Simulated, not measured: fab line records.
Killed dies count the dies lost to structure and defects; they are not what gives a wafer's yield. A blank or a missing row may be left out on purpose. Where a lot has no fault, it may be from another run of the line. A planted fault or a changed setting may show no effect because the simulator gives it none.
8D (eight disciplines) problem report, filled in by code | flow gf180mcu | the parts of the form that need people (team, actions taken, sign-off) are left out

== 1. WHAT IS WRONG ==
Wafers free of any fault read 849 nm (standard deviation 13) for V3_CVD_02_THK at GF_V3_THK_MEAS_03, against a mean of 378 nm on 3 wafers of 2 lots. Relative to the usual mean, that is a shift of -36 standard deviations.
First seen on wafer L191.1, day 23 01:14, on filmMetro-02. Wafers with a number at this step in the record: 36, from 12 lots. By rule, "out" or "out of limits" means more than 4 standard deviations away from the usual mean. The rest of the wafers with a number are treated as sound.

== 2. WHAT IT IS, AND WHAT IT ISN'T ==
question                    | is                         | is not
which readings at this step | V3_CVD_02_THK              | -
which lots                  | L191, L192                 | L187, L198, L200, L201, L202, L204, L205, L206, L207, L208
which wafers of those lots  | L191.1, L191.3, L192.5     | L191.6, L192.2, L192.4
read on which gauges        | filmMetro-02, filmMetro-03 | filmMetro-01
when                        | from day 23 01:14          | up to then (4 sound wafers); but 29 sound wafers of L192, L198, L200, L201, L202, L204, L205, L206, L207, L208 came after

== 3. THE SUSPECTS, EACH WITH WHAT RULES IT OUT ==
Counting: a tool at a process step up to the reading stays a suspect if it ran every lot that is out. Sound lots after the first of them don't rule it out here, since some wafers of a struck lot are sound.
- the gauge at GF_V3_THK_MEAS_03 has been ruled out. 2 gauges (filmMetro-02, filmMetro-03) read the wafers that are out.
- pvdSputter-04 at GF_M3_SPUTTER_01 (material TiN, target thk 30 nm, time 25 s): kept. Ran every lot that is out, first one L191 (day 22 01:13); last sound lot up to then L187 (day 20 06:36).
- pecvd-01 at GF_V3_CVD_02 (deposits SiO2 from TEOS, target thk 850 nm, time 94.851 s): kept. Ran every lot that is out, first one L191 (day 23 01:10); last sound lot up to then L187 (day 21 07:26). Out on those wafers are its own readings of runLengthS.
What counting leaves: pvdSputter-04 at GF_M3_SPUTTER_01 and pecvd-01 at GF_V3_CVD_02.

== 4. THE CAUSE (what the simulator had put in) ==
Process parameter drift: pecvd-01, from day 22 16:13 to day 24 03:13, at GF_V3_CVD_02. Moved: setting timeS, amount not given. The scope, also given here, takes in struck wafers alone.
After counting, 2 suspects remain, this tool included.

== 5. THE EFFECT CHAIN, in route order ==
Each row: a reading where the mean over the struck wafers with a number is more than 3 standard deviations away from the usual. Only readings whose record carries a usual standard deviation are examined. hours: median over the lots of the time between each lot's start at the first step of this table that gives one and its start at this step. sigmas: the change, counted in usual standard deviations.
hours | step              | reading       | usual      | on struck wafers | change | sigmas
0     | GF_V3_CVD_02      | runLengthS    | 122.5 s    | 69.5             | -53.0  | -95
0     | GF_V3_THK_MEAS_03 | V3_CVD_02_THK | 849 nm     | 378              | -471   | -36
-     | GF_V3_ETCH_17     | oesProductAu  | 0.856 a.u. | 0.665            | -0.191 | -41
Its process steps:
- GF_V3_CVD_02: deposits SiO2 from TEOS, target thk 850 nm, time 94.851 s.
- GF_V3_ETCH_17: etches SiO2 in C4F8/O2/Ar, stops on TiN, target depth 635 nm.

== 6. WHAT WOULD HAVE CAUGHT IT SOONER ==
The first out-of-limits reading at a measuring or inspecting step in this record came at day 23 01:14, 9 hours after the fault's start at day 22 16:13.
At GF_V3_CVD_02, the tool's own readings (runLengthS) were out on each struck wafer the step has a row for, so an alarm limit on them would have fired on the first such wafer.
Among the 2 lots that are out, L192 began GF_V3_CVD_02 on pecvd-01 after day 23 01:14. It would have been spared by a hold on the tool at that moment.
